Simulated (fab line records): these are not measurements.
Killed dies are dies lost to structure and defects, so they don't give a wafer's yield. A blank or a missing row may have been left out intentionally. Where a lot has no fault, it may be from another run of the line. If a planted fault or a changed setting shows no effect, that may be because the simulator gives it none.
A single fault, viewed from 2 desks :: flow gf180mcu :: numbers are kept per desk, each desk with only its own; the story behind them comes last

== THE METROLOGY DESK ==
Lot by lot, what the gauges showed, no matter which tool ran the lot: averages of those sampled wafers that carry a number. Any lot whose mean is over 4 standard deviations away from the usual mean is out of limits and marked OUT; that distance is given in the brackets.
Columns: A = STI_OXIDATION_01_THK at GF_STI_THK_MEAS_22, usual 15.02 nm; B = STI_CVD_23_THK at GF_STI_THK_MEAS_24, usual 646 nm; C = STI_OXIDATION_02_THK at GF_STI_THK_MEAS_30, usual 9.99 nm; D = DNWELL_TW at GF_DNWELL_TW_MEAS_09, usual 1352; E = NWELL_OVL at GF_NWELL_OVL_MEAS_07, usual 0.9 nm; F = NWELL_TW at GF_NWELL_TW_MEAS_11, usual 1566
lot: L917
first seen here: day 2 04:07
A: 14.96
B: 650
C: 10.04
D: 1328
E: 0.7
F: 1538

lot: L921
first seen here: day 3 00:10
A: 15.07
B: 647
C: 9.89
D: 1367
E: 2.0
F: 1545

lot: L926
first seen here: day 4 03:29
A: 15.07
B: 652
C: 9.82
D: 1371
E: 1.2
F: 1555

lot: L933
first seen here: day 5 13:40
A: 14.64
B: 649
C: 9.88
D: 1369
E: 0.1
F: 1575

lot: L940
first seen here: day 7 01:28
A: 14.77
B: 648
C: 9.96
D: 1357
E: 1.3
F: 1572
This desk's verdict: no lot among the 5 shows anything out of limits.

== THE TOOL OWNER'S DESK: wet bench-01 ==
The tool's own readings at GF_STI_WET_ETCH_26 (etches SiO2 in dHF, target depth 94 nm, time 188 s): means of the sampled wafers that have a number, for each lot that ran on this tool. Any lot whose mean is over 4 standard deviations away from the usual mean is out of limits and marked OUT; that distance is given in the brackets.
Columns: A = bath heat duty pct at GF_STI_WET_ETCH_26, usual 6.2 %; B = run length s at GF_STI_WET_ETCH_26, usual 214.7 s
lot: L921
first seen here: day 3 00:40
A: 6.2
B: 213.9

lot: L926
first seen here: day 4 04:05
A: 6.7
B: 136.1 (-27) OUT
This desk's finding: out of limits on L926; first on L926, day 4 04:05 (run length s at GF_STI_WET_ETCH_26). In limits: L921.

== PUT TOGETHER ==
An alarm could have come from the tool owner's desk at day 4 04:05, on L926.
Nothing out of limits was seen by the metrology desk.
The metrology desk has L926 on record, within its limits.
Every lot named ran GF_STI_WET_ETCH_26 on wet bench-01.

== WHAT THE SIMULATOR HAD PUT IN ==
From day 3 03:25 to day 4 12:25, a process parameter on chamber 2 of wet bench-01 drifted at GF_STI_WET_ETCH_26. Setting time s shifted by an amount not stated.
Struck lots among those shown: L926.
Each desk's first reading out of limits, in hours after the fault started: the tool owner's desk, 25.
